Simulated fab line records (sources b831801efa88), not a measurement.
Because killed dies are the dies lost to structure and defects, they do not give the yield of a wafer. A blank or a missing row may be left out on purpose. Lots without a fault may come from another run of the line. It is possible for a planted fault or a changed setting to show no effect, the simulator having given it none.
Which tool did it? -- flow sky130 -- Sampling: 11 lots, 33 wafers, 5 of 708 route steps

## WHAT THE GAUGES SHOWED, per wafer
SKY_GATE_OXIDE_THK_MEAS_02. Usual: for GATE_OXIDE_OXIDATION_00_THK the level is 10.16 nm and the standard deviation is 0.21.
lot,measured,on,GATE_OXIDE_OXIDATION_00_THK (nm),flag
L782,day 15 07:44,film-metro-01,10.16 10.20 10.33,
L785,day 16 00:10,film-metro-03,10.26 10.20 10.13,
L786,day 16 05:56,film-metro-01,10.09 10.10 10.20,
L788,day 16 19:37,film-metro-03,10.23 10.39 10.26,
L792,day 17 20:46,film-metro-03,10.35 10.31 10.47,
L793,day 18 06:20,film-metro-04,10.02 10.23 10.10,
L797,day 19 14:49,film-metro-01,10.00 9.97 10.00,
L798,day 19 17:50,film-metro-03,9.96 9.85 9.87,
L799,day 20 02:14,film-metro-01,9.70 9.69 9.73,
L800,day 20 05:28,film-metro-01,9.91 9.88 9.83,
L801,day 20 16:43,film-metro-04,10.08 9.91 10.02,

SKY_POLY_GATE_THK_MEAS_01. Usual: for POLY_GATE_CVD_00_THK the level is 180.2 nm and the standard deviation is 1.4.
lot,measured,on,POLY_GATE_CVD_00_THK (nm),flag
L782,day 16 14:22,film-metro-04,180.2 181.6 180.3,
L785,day 17 06:37,film-metro-04,181.2 178.7 180.4,
L786,day 17 13:49,film-metro-02,178.7 180.3 177.7,
L788,day 18 02:29,film-metro-03,181.1 183.5 181.0,
L792,day 19 06:02,film-metro-02,182.8 182.3 183.8,
L793,day 19 14:46,film-metro-02,182.0 181.4 181.0,
L797,day 21 00:35,film-metro-04,179.1 179.1 179.7,
L798,day 21 03:08,film-metro-03,179.8 179.8 182.5,
L799,day 21 11:29,film-metro-04,178.9 178.9 180.2,
L800,day 21 14:30,film-metro-04,179.2 181.3 180.3,
L801,day 22 02:46,film-metro-03,181.8 182.9 180.1,

## EACH LOT AND THE TOOL THAT RAN IT (in order: tool; ch and the chambers of the sampled wafers; start)
lot,SKY_VT_ADJUST_LVTN_STRIP_09,SKY_SONOS_ONO_SOFTBAKE_09,SKY_SONOS_ONO_STRIP_17
L782,"plasma-asher-01 ch 0,1, day 8 22:55","litho-track-04 ch 0, day 14 15:56","plasma-asher-02 ch 0,1, day 15 04:51"
L785,"plasma-asher-02 ch 0,1, day 9 16:50","litho-track-03 ch 0, day 15 08:47","plasma-asher-02 ch 0,1, day 15 22:28"
L786,"plasma-asher-01 ch 0,1, day 9 21:33","litho-track-03 ch 0, day 15 14:26","plasma-asher-02 ch 0,1, day 16 04:15"
L788,"plasma-asher-03 ch 1, day 10 08:13","litho-track-01 ch 0, day 16 04:47","plasma-asher-01 ch 0,1, day 16 17:52"
L792,"plasma-asher-03 ch 0,1, day 11 03:55","litho-track-01 ch 0, day 17 04:59","plasma-asher-03 ch 0,1, day 17 18:36"
L793,"plasma-asher-02 ch 0,1, day 11 11:32","litho-track-04 ch 0, day 17 12:47","plasma-asher-02 ch 0,1, day 18 03:29"
L797,"plasma-asher-01 ch 0,1, day 12 13:23","litho-track-01 ch 0, day 18 20:53","plasma-asher-03 ch 0,1, day 19 12:17"
L798,"plasma-asher-01 ch 0, day 12 15:38","litho-track-03 ch 0, day 18 23:28","plasma-asher-01 ch 0,1, day 19 15:15"
L799,"plasma-asher-03 ch 0,1, day 12 23:52","litho-track-03 ch 0, day 19 09:14","plasma-asher-03 ch 0,1, day 20 00:38"
L800,"plasma-asher-03 ch 0,1, day 13 01:24","litho-track-03 ch 0, day 19 12:05","plasma-asher-02 ch 0,1, day 20 03:51"
L801,"plasma-asher-03 ch 0,1, day 13 10:50","litho-track-04 ch 0, day 19 23:58","plasma-asher-02 ch 0,1, day 20 15:05"
- SKY_VT_ADJUST_LVTN_STRIP_09: strips in O2/N2.
- SKY_SONOS_ONO_SOFTBAKE_09: time 60 s.
- SKY_SONOS_ONO_STRIP_17: strips in O2/N2.

## AS READ BY THE TOOLS THEMSELVES (means over the sampled wafers that have a number; for cases with no such wafer, the mark the record gives instead)
SKY_VT_ADJUST_LVTN_STRIP_09. Usual: drypump-motor-current-A 5.41 A, standard deviation 0.27; oes-product-au 0.722 a.u., standard deviation 0.0047; strip-time-to-endpoint-s 36.90 s, standard deviation 0.13.
lot,tool,drypump-motor-current-A (A),oes-product-au (a.u.),strip-time-to-endpoint-s (s),flag
L782,plasma-asher-01,5.16,0.715,36.79,
L785,plasma-asher-02,5.76,0.720,36.80,
L786,plasma-asher-01,5.23,0.722,36.84,
L788,plasma-asher-03,5.27,0.724,36.81,
L792,plasma-asher-03,5.29,0.720,36.90,
L793,plasma-asher-02,5.84,0.723,36.78,
L797,plasma-asher-01,5.18,0.722,37.01,
L798,plasma-asher-01,5.13,0.725,36.78,
L799,plasma-asher-03,5.29,0.716,36.93,
L800,plasma-asher-03,5.29,0.718,36.79,
L801,plasma-asher-03,5.28,0.721,37.07,

SKY_SONOS_ONO_SOFTBAKE_09. Usual: chill-plate-temp-C 23.04 C, standard deviation 0.11; heater-power-total-W 56.60 W, standard deviation 0.048; resist-line-temp-C 22.98 C, standard deviation 0.11; run-length-s 89.12 s, standard deviation 0.15.
lot,tool,chill-plate-temp-C (C),heater-power-total-W (W),resist-line-temp-C (C),run-length-s (s),flag
L782,litho-track-04,23.04,56.63,23.10,89.01,
L785,litho-track-03,22.92,66.50,22.93,65.88,OFF
L786,litho-track-03,23.02,66.52,22.95,65.99,OFF
L788,litho-track-01,23.02,56.62,23.03,89.01,
L792,litho-track-01,22.82,56.57,23.11,88.87,
L793,litho-track-04,23.17,56.54,22.96,89.21,
L797,litho-track-01,23.01,56.62,22.95,88.87,
L798,litho-track-03,23.04,56.61,22.87,89.12,
L799,litho-track-03,22.96,56.57,22.90,89.22,
L800,litho-track-03,22.96,56.60,23.06,89.35,
L801,litho-track-04,23.14,56.61,23.02,89.08,

SKY_SONOS_ONO_STRIP_17. Usual: drypump-motor-current-A 5.5 A, standard deviation 0.3; oes-product-au 0.710 a.u., standard deviation 0.0041; strip-time-to-endpoint-s 14.11 s, standard deviation 0.038.
lot,tool,drypump-motor-current-A (A),oes-product-au (a.u.),strip-time-to-endpoint-s (s),flag
L782,plasma-asher-02,5.8,0.710,14.11,
L785,plasma-asher-02,5.8,0.707,14.28,OFF
L786,plasma-asher-02,5.8,0.712,14.19,
L788,plasma-asher-01,5.2,0.712,14.10,
L792,plasma-asher-03,5.3,0.707,14.06,
L793,plasma-asher-02,5.8,0.715,14.17,
L797,plasma-asher-03,5.3,0.711,14.09,
L798,plasma-asher-01,5.2,0.709,14.09,
L799,plasma-asher-03,5.3,0.712,14.13,
L800,plasma-asher-02,5.8,0.713,14.14,
L801,plasma-asher-02,5.8,0.710,14.12,

## THE ANSWER, worked out from the rows above alone
Rule: lot off if the mean of its wafers having a number is beyond 3 standard deviations from the usual mean. Also off: a lot with no number at a reading for which 4 or more lots have one. All remaining lots with rows at the step are treated as sound. The gauges are gone through in route order, then the tools' own readings, and for those a lot's mean is taken as printed above. At the first step where some lot is off, the reading lying furthest off is the one used; lots without a number count as furthest.
Off, at SKY_SONOS_ONO_SOFTBAKE_09 on heater-power-total-W: L785, L786.
If a tool, at that step or one of the process steps before it, ran each lot that is off and ran no sound lot following the first of them, it fits. None of those tried fits.

## WHAT THE SIMULATOR PUT IN
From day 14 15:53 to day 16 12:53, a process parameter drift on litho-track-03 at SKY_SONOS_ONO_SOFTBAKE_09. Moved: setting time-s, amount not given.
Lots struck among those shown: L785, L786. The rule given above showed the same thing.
